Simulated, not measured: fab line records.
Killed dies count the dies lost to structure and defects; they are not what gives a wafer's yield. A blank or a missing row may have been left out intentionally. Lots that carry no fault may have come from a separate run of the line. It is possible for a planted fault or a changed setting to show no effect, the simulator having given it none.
Lot-split experiment | flow sky130 | on a route of 708 steps: 5 lots, 23 wafers read

== SPLIT DETAILS ==
At SKY_SPACER_CVD_00 (deposits Si3N4 from DCS/NH3, target thk 43.1 nm, time 740 s), the setting pressure-mtorr was moved away from the recipe's 250 mTorr on 20 of the 23 wafers read, by -13.5% to +13.7%. All remaining wafers had this setting at the recipe value.

Split to reading: the file shows no intervening step.

== THE READING ==
SPACER_CVD_00_THK, in nm, at SKY_SPACER_THK_MEAS_01. Fault-free wafers of this fab line usually give 43.2 nm, standard deviation 0.33 nm.

wafer  | tool, chamber at the split | pressure-mtorr as run, mTorr | against the recipe | SPACER_CVD_00_THK, nm | against lot-mates on the recipe
L074.1 | lpcvd-02, 1                | 250                          | recipe             | 43.4                  | -
L074.4 | lpcvd-02, 1                | 250                          | recipe             | 43.3                  | -
L074.6 | lpcvd-02, 1                | 250                          | recipe             | 43.0                  | -
L077.1 | -, -                       | 216.3                        | -13.5%             | 40.8                  | no lot-mate on the recipe
L077.2 | -, -                       | 216.3                        | -13.5%             | 41.3                  | no lot-mate on the recipe
L077.3 | -, -                       | 216.3                        | -13.5%             | 41.2                  | no lot-mate on the recipe
L077.4 | -, -                       | 216.3                        | -13.5%             | 41.3                  | no lot-mate on the recipe
L077.5 | -, -                       | 216.3                        | -13.5%             | 40.6                  | no lot-mate on the recipe
L081.1 | -, -                       | 284.2                        | +13.7%             | 44.8                  | no lot-mate on the recipe
L081.2 | -, -                       | 284.2                        | +13.7%             | 44.7                  | no lot-mate on the recipe
L081.4 | -, -                       | 284.2                        | +13.7%             | 44.6                  | no lot-mate on the recipe
L081.5 | -, -                       | 284.2                        | +13.7%             | 44.9                  | no lot-mate on the recipe
L081.6 | -, -                       | 284.2                        | +13.7%             | 44.7                  | no lot-mate on the recipe
L082.1 | -, -                       | 262.5                        | +5.0%              | 43.3                  | no lot-mate on the recipe
L082.2 | -, -                       | 262.5                        | +5.0%              | 43.7                  | no lot-mate on the recipe
L082.3 | -, -                       | 262.5                        | +5.0%              | 43.6                  | no lot-mate on the recipe
L082.4 | -, -                       | 262.5                        | +5.0%              | 43.7                  | no lot-mate on the recipe
L082.6 | -, -                       | 262.5                        | +5.0%              | 43.6                  | no lot-mate on the recipe
L084.1 | -, -                       | 235.5                        | -5.8%              | 42.1                  | no lot-mate on the recipe
L084.3 | -, -                       | 235.5                        | -5.8%              | 42.4                  | no lot-mate on the recipe
L084.4 | -, -                       | 235.5                        | -5.8%              | 42.0                  | no lot-mate on the recipe
L084.5 | -, -                       | 235.5                        | -5.8%              | 42.0                  | no lot-mate on the recipe
L084.6 | -, -                       | 235.5                        | -5.8%              | 42.3                  | no lot-mate on the recipe

THE FIT
A straight line over all 23 wafers: SPACER_CVD_00_THK changes by +0.136 nm for each +1% of pressure-mtorr; r = +0.99; the points scatter about the line by 0.23 nm.
Too few moved wafers with a lot-mate on the recipe to fit a line net of each lot's own level.

== THE WHOLE CHAIN: every reading that the file lists as answering this split, in the file's order ==
step                   | what it does                                                            | reading                                                                        | change (the file's fit)               | r (the file's)
SKY_SPACER_CVD_00      | deposits Si3N4 from DCS/NH3, target thk 43.1 nm, time 740 s             | Si3N4_of_SPACER_CVD_00.thk-nm (the simulator's own value, which no gauge read) | +0.136 nm for each +1% of the setting | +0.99
SKY_SPACER_THK_MEAS_01 |                                                                         | SPACER_CVD_00_THK                                                              | +0.136 for each +1% of the setting    | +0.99
SKY_SPACER_ETCHBACK_02 | etches Si3N4 in CH3F/O2, stops on SiO2, time 46.7 s, target depth 45 nm | etch.depth-nm (the simulator's own value, which no gauge read)                 | +0.127 nm for each +1% of the setting | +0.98

== FILE'S OWN FIT ==
SPACER_CVD_00_THK changes by +0.136 nm for each +1% of pressure-mtorr, r = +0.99.
